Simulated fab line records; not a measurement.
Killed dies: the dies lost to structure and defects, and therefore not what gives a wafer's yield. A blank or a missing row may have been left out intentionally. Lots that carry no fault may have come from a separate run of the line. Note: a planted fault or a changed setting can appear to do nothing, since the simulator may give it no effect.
fab line records | flow sky130
[record] lots = 6 wafers = 18 last_day = 50
route steps=708 shown VT_ADJUST_LVTN@116 VT_ADJUST_NCORE@119
lots untouched by any fault: they come from a run of this same line in which no faults occurred
start_h: the number of hours between the record's first day and the start of the first shown wafer of the lot | wait_h: hours elapsed since this lot's preceding step | " as in the row above | L1.1+2: several wafers, shown together as one row | - no value present, or no start provided | * or withheld: withheld | < > ~ a bound
route shown NAME@n: names a module that has steps shown in the file, with the first one's number in the route | usual: mean/standard deviation of fault-free wafers | same: alike in all rows | chamber/n: place in a boat | sites: each site's reading | _std_site: their standard deviation | _edge_site: outer sites' mean less inner sites' | radius_mm: for every site, how far away it sits from the centre of the wafer | mask NAME#n: copy n | behind: the tool/chamber that last shaped the wafer | hold: what put the lot on hold/how long, in hours/how the hold closed | device: names the non-switching transistor (n, p or np) | end of line: tests run on the same wafers once the route is complete | for a step that has no rows: nothing shown but its recipe | killed: at the first sort, the dies lost to defects and structure; wafer yield is something else | map: per-die view of a wafer (x killed, . not killed, _ where there is no die)
set.NAME: the setting the step ran with; set.NAME@STEP: the setting that earlier step ran with | model.NAME: the simulator's own value behind a step, which no gauge read
lots at selected steps of the route; one table per step, one row per wafer
services: when a tool's chamber went out of use (start_h, in hours from the record's first day, below 0 if earlier), for how many hours, and the reason
[[steps]]
[step SKY_VT_ADJUST_LVTN_IMPLANT_19]
[recipe] species = B energy_kev = 30 dose_cm2 = 6.5e+11 tilt_deg = withheld
[step SKY_VT_ADJUST_LVTN_STRIP_20]
[recipe] chemistry = O2/N2 power_w = 1400 pressure_mtorr = 1500 platen_temp_c = withheld o2_flow_sccm = 3000 n2_flow_sccm = 300 overash_fraction = 0.5
[usual] drypump_motor_current_A = 5.6/0.48 n2_flow_sccm = 300.0/0.91 oes_product_au = 0.716/0.0045 strip_time_to_endpoint_s = 14.16/0.044
// columns lot.wafer tool chamber start_h wait_h drypump_motor_current_A n2_flow_sccm oes_product_au rf_hours_counter_h strip_time_to_endpoint_s
L611.1 plasma_asher-03 1 171.48 0.1 5.7 299.6 0.716 5 14.11
L611.3 " 1 " " 5.7 300.9 0.712 - 14.06
L611.6 " 0 " " 5.9 299.2 0.723 - 14.13
L620.3 plasma_asher-04 0 239.15 0.1 5.9 301.3 0.715 - 14.15
L620.4 " 1 " " 4.9 300.7 0.722 - 14.13
L620.5 " 1 " " 4.9 300.4 0.711 - 14.14
L624.3 plasma_asher-03 0 270.05 0.1 5.9 299.7 0.710 - 14.15
L624.4 " 1 " " 5.6 299.3 0.715 - 14.13
L624.5 " 0 " " 5.9 301.1 0.713 - 14.13
L625.2 plasma_asher-04 0 279.76 0.1 5.9 299.9 0.714 48 14.18
L625.3 " 0 " " 5.9 299.5 0.720 - 14.14
L625.5 " 1 " " 4.9 299.4 0.722 - 14.16
L627.1 plasma_asher-03 0 291.27 0.1 5.9 302.3 0.706 17 14.20
L627.2 " 1 " " 5.6 299.6 0.717 17 14.22
L627.6 " 0 " " 5.9 299.9 0.717 - 14.21
L632.2 plasma_asher-03 0 318.26 0.1 5.9 299.8 0.713 20 14.13
L632.4 " 1 " " 5.6 299.8 0.719 - 14.10
L632.6 " 1 " " 5.6 299.0 0.714 - 14.13
[step SKY_VT_ADJUST_LVTN_TW_MEAS_21]
[usual] VT_ADJUST_LVTN_2_TW = 187.6/1.2
// columns lot.wafer tool chamber start_h wait_h VT_ADJUST_LVTN_2_TW
L611.1 film_metro-03 - 171.58 0.1 189.3
L611.3 " - " " 187.8
L611.6 " - " " 188.0
L620.3 film_metro-03 - 239.24 0.1 187.5
L620.4 " - " " 187.6
L620.5 " - " " 187.0
L624.3 film_metro-02 - 270.13 0.1 188.4
L624.4 " - " " 188.8
L624.5 " - " " 189.0
L625.2 film_metro-02 - 279.87 0.1 188.5
L625.3 " - " " 187.7
L625.5 " - " " 188.3
L627.1 film_metro-03 - 291.37 0.1 188.5
L627.2 " - " " 189.1
L627.6 " - " " 188.8
L632.2 film_metro-03 - 318.37 0.1 188.9
L632.4 " - " " 190.2
L632.6 " - " " 189.1
[step SKY_VT_ADJUST_NCORE_DEHYDRATE_00]
[recipe] temp_c = 200 time_s = 60
[step SKY_VT_ADJUST_NCORE_HMDS_01]
[recipe] prime_time_s = 60 prime_temp_c = 120
[step SKY_VT_ADJUST_NCORE_COAT_02]
[recipe] resist = NOVOLAK spin_rpm = 3000 resist_thk_nm = 1121
[step SKY_VT_ADJUST_NCORE_SOFTBAKE_03]
[recipe] temp_c = 90 time_s = 60 resist = NOVOLAK
[step SKY_VT_ADJUST_NCORE_EXPOSE_04]
[recipe] mask_id = LVTN_COMPLEMENT_THIN na = 0.6 source_shape = conventional sigma_outer = 0.6 polarization = unpolarized target_cd_nm = 380 dose_mj = 139
[step SKY_VT_ADJUST_NCORE_PEB_05]
[recipe] temp_c = withheld time_s = * resist = NOVOLAK
[step SKY_VT_ADJUST_NCORE_DEVELOP_06]
[recipe] resist = NOVOLAK developer = TMAH develop_time_s = 60 dev_temp_c = 23
[step SKY_VT_ADJUST_NCORE_CD_MEAS_07]
[recipe] target_cd_nm = 380
[usual] cd_nm = 379.8/2.4
// columns lot.wafer tool chamber start_h wait_h cd_nm
L611.1 cd_sem-02 - 191.92 0.2 380.1
L611.3 " - " " 378.7
L611.6 " - " " 380.0
L620.3 cd_sem-02 - 263.07 0.1 378.2
L620.4 " - " " 373.2
L620.5 " - " " 374.6
L624.3 cd_sem-02 - 294.88 0.1 379.0
L624.4 " - " " 381.7
L624.5 " - " " 378.2
L625.2 cd_sem-01 - 305.15 0.1 377.4
L625.3 " - " " 381.4
L625.5 " - " " 375.3
L627.1 cd_sem-01 - 317.18 0.1 381.5
L627.2 " - " " 382.2
L627.6 " - " " 378.7
L632.2 cd_sem-02 - 344.93 0.1 375.8
L632.4 " - " " 375.7
L632.6 " - " " 374.3
[step SKY_VT_ADJUST_NCORE_OVL_MEAS_08]
[usual] VT_ADJUST_NCORE_OVL = -0.2/1.5
// columns lot.wafer tool chamber start_h wait_h VT_ADJUST_NCORE_OVL[nm]
L611.1 overlay-02 - 192.04 0.1 1.3
L611.3 " - " " 0.7
L611.6 " - " " 1.7
L620.3 overlay-01 - 263.16 0.1 -0.9
L620.4 " - " " -0.9
L620.5 " - " " -3.1
L624.3 overlay-01 - 294.98 0.1 2.4
L624.4 " - " " 1.0
L624.5 " - " " 2.4
L625.2 overlay-02 - 305.25 0.1 -3.2
L625.3 " - " " -1.4
L625.5 " - " " -1.9
L627.1 overlay-02 - 317.31 0.1 -1.3
L627.2 " - " " -1.9
L627.6 " - " " -1.0
L632.2 overlay-01 - 345.03 0.1 0.1
L632.4 " - " " 1.4
L632.6 " - " " 0.4
[step SKY_VT_ADJUST_NCORE_IMPLANT_09]
[recipe] species = B energy_kev = 10 dose_cm2 = 2.4e+12 tilt_deg = withheld
[usual] beam_energy_keV = 9.9997/0.0028 beam_on_s = 9.99/0.22
// columns lot.wafer tool chamber start_h wait_h beam_energy_keV beam_on_s
L611.1 implanter-03 0 192.07 0.0 9.9890 10.28
L611.3 " 0 " " 9.9922 10.28
L611.6 " 0 " " 9.9978 9.66
L620.3 implanter-03 0 263.23 0.1 10.000 10.09
L620.4 " 0 " " 10.000 10.30
L620.5 " 0 " " 9.9985 9.36
L624.3 implanter-04 - 295.05 0.1 - -
L624.4 " - " " - -
L624.5 " - " " - -
L625.2 implanter-03 - 305.31 0.0 - -
L625.3 " - " " - -
L625.5 " - " " - -
L627.1 implanter-03 0 317.35 0.0 10.001 10.40
L627.2 " 0 " " 10.005 9.72
L627.6 " 0 " " 10.001 9.88
L632.2 implanter-03 0 345.09 0.0 9.9971 10.30
L632.4 " 0 " " 9.9982 10.01
L632.6 " 0 " " 9.9998 9.91
[step SKY_VT_ADJUST_NCORE_STRIP_10]
[recipe] chemistry = O2/N2 power_w = 1400 pressure_mtorr = 1500 platen_temp_c = withheld o2_flow_sccm = 3000 n2_flow_sccm = 300 overash_fraction = 0.5
[usual] drypump_motor_current_A = 5.7/0.42 n2_flow_sccm = 300.0/0.91 oes_product_au = 0.716/0.0045 strip_time_to_endpoint_s = 13.94/0.037
// columns lot.wafer tool chamber start_h wait_h drypump_motor_current_A n2_flow_sccm oes_product_au rf_hours_counter_h strip_time_to_endpoint_s
L611.1 plasma_asher-04 0 192.22 0.1 5.9 301.5 0.710 39 14.03
L611.3 " 0 " " 5.9 299.6 0.718 - 14.00
L611.6 " 1 " " 5.0 299.7 0.712 - 14.01
L620.3 plasma_asher-03 0 263.37 0.1 5.9 299.8 0.714 - 13.90
L620.4 " 1 " " 5.7 302.4 0.716 - 13.97
L620.5 " 0 " " 5.9 300.0 0.704 - 13.97
L624.3 plasma_asher-04 1 295.18 0.1 4.9 299.2 0.717 - 13.95
L624.4 " 0 " " 5.9 300.9 0.714 - 13.95
L624.5 " 0 " " 5.9 300.5 0.718 - 13.96
L625.2 plasma_asher-03 0 305.43 0.1 5.9 301.0 0.712 18 13.94
L625.3 " 1 " " 5.6 299.3 0.708 - 13.91
L625.5 " 1 " " 5.7 299.0 0.716 - 13.90
L627.1 plasma_asher-03 0 317.50 0.1 5.9 298.2 0.718 20 13.96
L627.2 " 1 " " 5.6 300.1 0.722 20 13.95
L627.6 " 1 " " 5.6 299.7 0.722 - 13.98
L632.2 plasma_asher-02 0 345.21 0.1 6.3 299.8 0.718 66 13.95
L632.4 " 1 " " 5.4 301.1 0.717 - 13.95
L632.6 " 1 " " 5.4 300.0 0.711 - 13.93
[step SKY_VT_ADJUST_NCORE_TW_MEAS_11]
[usual] VT_ADJUST_NCORE_TW = 218.2/1.7
// columns lot.wafer tool chamber start_h wait_h VT_ADJUST_NCORE_TW
L611.1 film_metro-03 - 192.32 0.1 219.0
L611.3 " - " " 220.1
L611.6 " - " " 220.5
L620.3 film_metro-04 - 263.45 0.1 218.8
L620.4 " - " " 219.7
L620.5 " - " " 218.8
L624.3 film_metro-03 - 295.27 0.1 30.1
L624.4 " - " " 30.1
L624.5 " - " " 30.1
L625.2 film_metro-01 - 305.54 0.1 29.7
L625.3 " - " " 29.8
L625.5 " - " " 29.9
L627.1 film_metro-03 - 317.60 0.1 218.8
L627.2 " - " " 219.5
L627.6 " - " " 218.4
L632.2 film_metro-03 - 345.32 0.1 219.8
L632.4 " - " " 219.2
L632.6 " - " " 220.3
[[services]]
// columns tool chamber start_h hours kind
implanter-04 - 187.33 6.3 pm
implanter-03 - 207.63 40.9 repair
implanter-04 - 243.52 4.8 pm
implanter-03 - 248.52 6.2 pm
plasma_asher-02 - 252.73 0.9 repair
implanter-03 - 269.65 3.3 repair
plasma_asher-04 - 281.48 5.6 repair
plasma_asher-03 - 281.94 2.9 repair
plasma_asher-03 - 283.02 4.3 repair
implanter-04 - 343.14 1.0 repair
[[key]]
[first_sign] step = SKY_VT_ADJUST_NCORE_IMPLANT_09 reading = tool_record direction = missing
[effect] step = SKY_VT_ADJUST_NCORE_TW_MEAS_11 reading = VT_ADJUST_NCORE_TW direction = down sigmas = 99+ usual = 218.2 struck = 29.9
met_at SKY_VT_ADJUST_NCORE_IMPLANT_09
struck_wafers L624.3,L624.4,L624.5,L625.2,L625.3,L625.5
later_rows_left_out L624.3,L624.4,L624.5,L625.2,L625.3,L625.5
sort_left_out L624.3,L624.4,L624.5,L625.2,L625.3,L625.5
tester_left_out L624,L625
onset_between 263.23 295.05
[fault] kind = skipped_step_whole tool = implanter-03,implanter-04 chamber = - onset_h = 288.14 steps = SKY_VT_ADJUST_NCORE_IMPLANT_09 scope = struck_lots_only
// tester_left_out: of these lots the tester's yield and bins aren't shown, on N5 and GAA mostly nor the transistor test; their killed dies are dies lost to structure and defects alone, not to doping, threshold or leakage, so they don't give the yield
// sort_left_out: the simulated sort isn't trusted on such a fault, so these wafers' sort isn't shown, and their yield isn't known
// later_rows_left_out: the simulator's readings of these wafers behind a module that went badly wrong aren't trusted and aren't shown, but for the sort
